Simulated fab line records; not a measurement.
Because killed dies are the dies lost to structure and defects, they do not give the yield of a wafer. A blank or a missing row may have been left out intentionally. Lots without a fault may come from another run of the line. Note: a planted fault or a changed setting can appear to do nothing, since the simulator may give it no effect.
A single fault, viewed from 2 desks | flow sky130 | numbers are kept per desk, each desk with only its own; the story behind them comes last

== DESK OF THE TOOL OWNER: implanter-03 ==
SKY_LDD_HVN_IMPLANT_08, tool's own readings: per-lot mean of the sampled wafers with a number, covering each lot this tool ran. If a lot's mean is further than 4 standard deviations from the usual mean, the lot is out of limits and carries the mark OUT (the distance appears in the brackets).
Columns: A = beam-energy-keV at SKY_LDD_HVN_IMPLANT_08, usual 60.002; B = beam-on-s at SKY_LDD_HVN_IMPLANT_08, usual 10.00 s; C = dose-ions-cm2 at SKY_LDD_HVN_IMPLANT_08, usual 3e+13; D = end-station-pressure-torr at SKY_LDD_HVN_IMPLANT_08, usual 5.12e-06 Torr; E = faraday-current-uA at SKY_LDD_HVN_IMPLANT_08, usual 169
lot  | first seen here | A      | B                | C                       | D                   | E
L275 | day 21 14:25    | 59.980 | 9.73             | 3e+13                   | 5.01e-06            | 174
L278 | day 23 03:11    | 59.984 | 9.78             | 3e+13                   | 5.11e-06            | 172
L284 | day 26 04:04    | 59.995 | 11.91 (+8.7) OUT | 3e+14 (+99 or more) OUT | 6.18e-06            | 1560 (+99 or more) OUT
L286 | day 26 10:07    | 59.980 | 12.15 (+9.8) OUT | 3e+14 (+99 or more) OUT | 5.89e-06            | 1534 (+99 or more) OUT
L287 | day 26 20:58    | 59.987 | 12.03 (+9.2) OUT | 3e+14 (+99 or more) OUT | 6.23e-06 (+4.1) OUT | 1554 (+99 or more) OUT
This desk finds L284, L286, L287 out of limits, L284 being first, at day 26 04:04 (beam-on-s at SKY_LDD_HVN_IMPLANT_08). L275, L278: within limits.

== FROM THE METROLOGY DESK ==
Means of the sampled wafers that have a number, per lot and without regard to the tool the lot ran on: this is what the gauges read. If a lot's mean is further than 4 standard deviations from the usual mean, the lot is out of limits and carries the mark OUT (the distance appears in the brackets).
Columns: A = POLY_GATE_TW at SKY_RES_PROTECT_TW_MEAS_08, usual 4034; B = LDD_HVN_TW at SKY_LDD_HVN_TW_MEAS_10, usual 1439; C = LDD_LDN_OVL at SKY_LDD_LDN_OVL_MEAS_07, usual -0.7 nm
lot  | first seen here | A    | B                      | C
L272 | day 15 04:40    | 3974 | 1448                   | -3.5
L273 | day 15 15:45    | 4037 | 1433                   | -0.2
L274 | day 16 00:10    | 4048 | 1446                   | -1.4
L275 | day 16 07:41    | 4044 | 1453                   | -0.1
L278 | day 17 17:51    | 4030 | 1435                   | 1.7
L284 | day 21 00:06    | 3995 | 3016 (+99 or more) OUT | -
L286 | day 21 05:27    | 4023 | 3022 (+99 or more) OUT | -
L287 | day 21 15:02    | 4097 | 2944 (+99 or more) OUT | -
L289 | day 21 21:44    | 3981 | 1461                   | 0.4
L291 | day 22 11:04    | 4017 | 1417                   | -0.9
L292 | day 22 13:46    | 4076 | 1419                   | -2.6
L293 | day 23 02:29    | 4026 | 1449                   | -2.4
This desk finds L284, L286, L287 out of limits, with the earliest case on L284 at day 26 04:17 (LDD_HVN_TW at SKY_LDD_HVN_TW_MEAS_10). L272, L273, L274, L275, L278, L289, L291, L292, L293: within limits.

== TAKEN TOGETHER ==
On L284, L286, L287, at day 26 04:04, an alarm was possible from the tool owner's desk.
An alarm was possible from the metrology desk at day 26 04:17, on L284, L286, L287.
The lots listed all ran SKY_LDD_HVN_IMPLANT_08 on implanter-03.

== WHAT WAS PUT IN BY THE SIMULATOR ==
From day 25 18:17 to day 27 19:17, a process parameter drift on implanter-03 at SKY_LDD_HVN_IMPLANT_08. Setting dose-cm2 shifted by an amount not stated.
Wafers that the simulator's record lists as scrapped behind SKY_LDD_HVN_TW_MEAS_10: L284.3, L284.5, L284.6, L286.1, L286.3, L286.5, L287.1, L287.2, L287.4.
Shown lots that were struck: L284, L286, L287.
Time in hours from fault onset to the first out-of-limits reading at each desk: tool owner's desk 10, metrology desk 10.
